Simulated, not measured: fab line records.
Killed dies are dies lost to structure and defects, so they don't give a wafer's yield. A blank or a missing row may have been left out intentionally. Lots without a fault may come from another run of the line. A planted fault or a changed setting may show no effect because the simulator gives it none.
Which of the tools did it? + flow gf180mcu + 39 wafers from 13 lots sampled at 5 of the route's 602 steps

WHAT THE GAUGES READ, wafer by wafer
GF_M2_THK_MEAS_06: measures by xrf.
| lot  | measured     | on            | M2_ALCU_THK (nm) |
|------|--------------|---------------|------------------|
| L233 | day 18 03:46 | film metro-03 | 451 457 457      |
| L234 | day 18 16:18 | film metro-02 | 444 446 443      |
| L235 | day 18 22:52 | film metro-04 | 442 442 440      |
| L236 | day 19 07:15 | film metro-03 | 452 457 451      |
| L238 | day 20 10:30 | film metro-02 | 456 454 453      |
| L240 | day 20 19:27 | film metro-02 | 458 454 453      |
| L241 | day 21 01:48 | film metro-02 | 451 451 449      |
| L243 | day 21 23:02 | film metro-03 | 440 437 440      |
| L244 | day 22 06:35 | film metro-03 | 446 444 446      |
| L253 | day 25 12:20 | film metro-03 | 459 451 461      |
| L255 | day 25 23:36 | film metro-02 | 440 450 437      |
| L254 | day 26 00:38 | film metro-04 | 443 439 445      |
| L256 | day 26 06:06 | film metro-02 | 454 447 456      |

GF_V2_BOW_MEAS_05.
| lot  | measured     | on            | V2_BOW (um) |
|------|--------------|---------------|-------------|
| L233 | day 19 05:19 | film metro-02 | 98 113 95   |
| L234 | day 19 17:32 | film metro-02 | 106 97 93   |
| L235 | day 20 00:35 | film metro-04 | 113 100 121 |
| L236 | day 20 08:51 | film metro-02 | 106 99 106  |
| L238 | day 21 12:20 | film metro-01 | 95 96 88    |
| L240 | day 21 20:55 | film metro-02 | 92 92 96    |
| L241 | day 22 02:26 | film metro-01 | 95 93 104   |
| L243 | day 22 23:17 | film metro-01 | 93 107 84   |
| L244 | day 23 06:35 | film metro-01 | 107 104 104 |
| L253 | day 26 10:31 | film metro-04 | 103 106 109 |
| L255 | day 26 21:18 | film metro-04 | 111 103 101 |
| L254 | day 26 22:15 | film metro-04 | 119 105 120 |
| L256 | day 27 04:00 | film metro-02 | 107 104 101 |

GF_V2_CD_MEAS_14: the cd target is 260 nm.
| lot  | measured     | on        | cd nm (nm)        |
|------|--------------|-----------|-------------------|
| L233 | day 20 05:35 | cd sem-01 | 260.8 260.4 259.2 |
| L234 | day 20 17:43 | cd sem-02 | 260.0 260.2 259.9 |
| L235 | day 21 01:10 | cd sem-01 | 261.2 259.9 259.2 |
| L236 | day 21 08:23 | cd sem-01 | 261.4 261.5 260.2 |
| L238 | day 22 12:14 | cd sem-02 | 260.9 261.3 260.3 |
| L240 | day 22 20:23 | cd sem-01 | 259.5 260.7 259.7 |
| L241 | day 23 01:10 | cd sem-01 | 260.5 260.7 259.1 |
| L243 | day 23 22:19 | cd sem-01 | 274.0 259.4 259.9 |
| L244 | day 24 05:07 | cd sem-01 | 261.5 261.2 274.8 |
| L253 | day 27 06:56 | cd sem-02 | 262.4 261.7 262.3 |
| L255 | day 27 17:28 | cd sem-01 | 258.4 258.8 258.7 |
| L254 | day 27 18:32 | cd sem-01 | 261.1 261.5 261.3 |
| L256 | day 28 00:17 | cd sem-01 | 260.1 260.6 261.1 |

GF_V2_OVL_MEAS_15.
| lot  | measured     | on         | V2_OVL (nm) |
|------|--------------|------------|-------------|
| L233 | day 20 05:42 | overlay-02 | -3 8 8      |
| L234 | day 20 17:49 | overlay-02 | -4 1 3      |
| L235 | day 21 01:17 | overlay-02 | -4 -5 -8    |
| L236 | day 21 08:29 | overlay-02 | -1 -1 1     |
| L238 | day 22 12:20 | overlay-01 | -5 -8 1     |
| L240 | day 22 20:28 | overlay-02 | 0 5 2       |
| L241 | day 23 01:16 | overlay-02 | 4 -2 2      |
| L243 | day 23 22:26 | overlay-01 | 4 4 8       |
| L244 | day 24 05:12 | overlay-01 | 1 2 -2      |
| L253 | day 27 07:01 | overlay-01 | 2 -4 3      |
| L255 | day 27 17:34 | overlay-02 | -2 3 -1     |
| L254 | day 27 18:38 | overlay-01 | -7 -1 -6    |
| L256 | day 28 00:23 | overlay-01 | -3 -4 -5    |

EACH LOT AND THE TOOL THAT RAN IT (in order: tool; ch and the chambers of the sampled wafers; start)
| lot  | GF_V2_EXPOSE_11                   |
|------|-----------------------------------|
| L233 | krf scanner-01 ch 0, day 19 17:29 |
| L234 | krf scanner-01 ch 0, day 20 06:10 |
| L235 | krf scanner-02 ch 0, day 20 13:07 |
| L236 | krf scanner-02 ch 0, day 20 20:43 |
| L238 | krf scanner-02 ch 0, day 22 00:16 |
| L240 | krf scanner-02 ch 0, day 22 09:08 |
| L241 | krf scanner-02 ch 0, day 22 14:00 |
| L243 | krf scanner-02 ch 0, day 23 11:10 |
| L244 | krf scanner-02 ch 0, day 23 18:13 |
| L253 | krf scanner-01 ch 0, day 26 21:13 |
| L255 | krf scanner-01 ch 0, day 27 07:40 |
| L254 | krf scanner-02 ch 0, day 27 08:52 |
| L256 | krf scanner-02 ch 0, day 27 14:13 |
- GF_V2_EXPOSE_11: exposes mask Via2, target cd 260 nm.

WHAT THE TOOLS THEMSELVES READ (means of the sampled wafers that have a number; where no wafer has one, the mark that the record gives instead)
GF_V2_EXPOSE_11.
| lot  | tool           | focus offset nm (nm) |
|------|----------------|----------------------|
| L233 | krf scanner-01 | 0.3                  |
| L234 | krf scanner-01 | -0.5                 |
| L235 | krf scanner-02 | -0.1                 |
| L236 | krf scanner-02 | -0.3                 |
| L238 | krf scanner-02 | 0.9                  |
| L240 | krf scanner-02 | -0.8                 |
| L241 | krf scanner-02 | 0.6                  |
| L243 | krf scanner-02 | -0.2                 |
| L244 | krf scanner-02 | 0.1                  |
| L253 | krf scanner-01 | -0.4                 |
| L255 | krf scanner-01 | 0.4                  |
| L254 | krf scanner-02 | 0.4                  |
| L256 | krf scanner-02 | -0.3                 |

THE ANSWER, worked out from the rows above alone
Rule: the usual values come from the lots themselves. The widest of any qualifying gaps counts: lots, ordered by their means at a reading, are off when they make up no more than a third of the lots, leave a main group of 4 or more, and stand apart from it by 3 or more times the standard deviation of that group's means. Not used: any main group whose means are identical at the precision the tables above print for the reading. A lot without any number at a reading at which 4 lots or more have one is off too. All remaining lots with rows at the step are treated as sound. The gauges are gone through in route order, then the tools' own readings, and for those a lot's mean is taken as printed above. The first step at which some lot is off is used, and at that step the reading that is off furthest; a lot without a number counts as furthest.
Nothing can be told from this: no lot is off at any reading shown.

WHAT THE SIMULATOR HAD PUT IN
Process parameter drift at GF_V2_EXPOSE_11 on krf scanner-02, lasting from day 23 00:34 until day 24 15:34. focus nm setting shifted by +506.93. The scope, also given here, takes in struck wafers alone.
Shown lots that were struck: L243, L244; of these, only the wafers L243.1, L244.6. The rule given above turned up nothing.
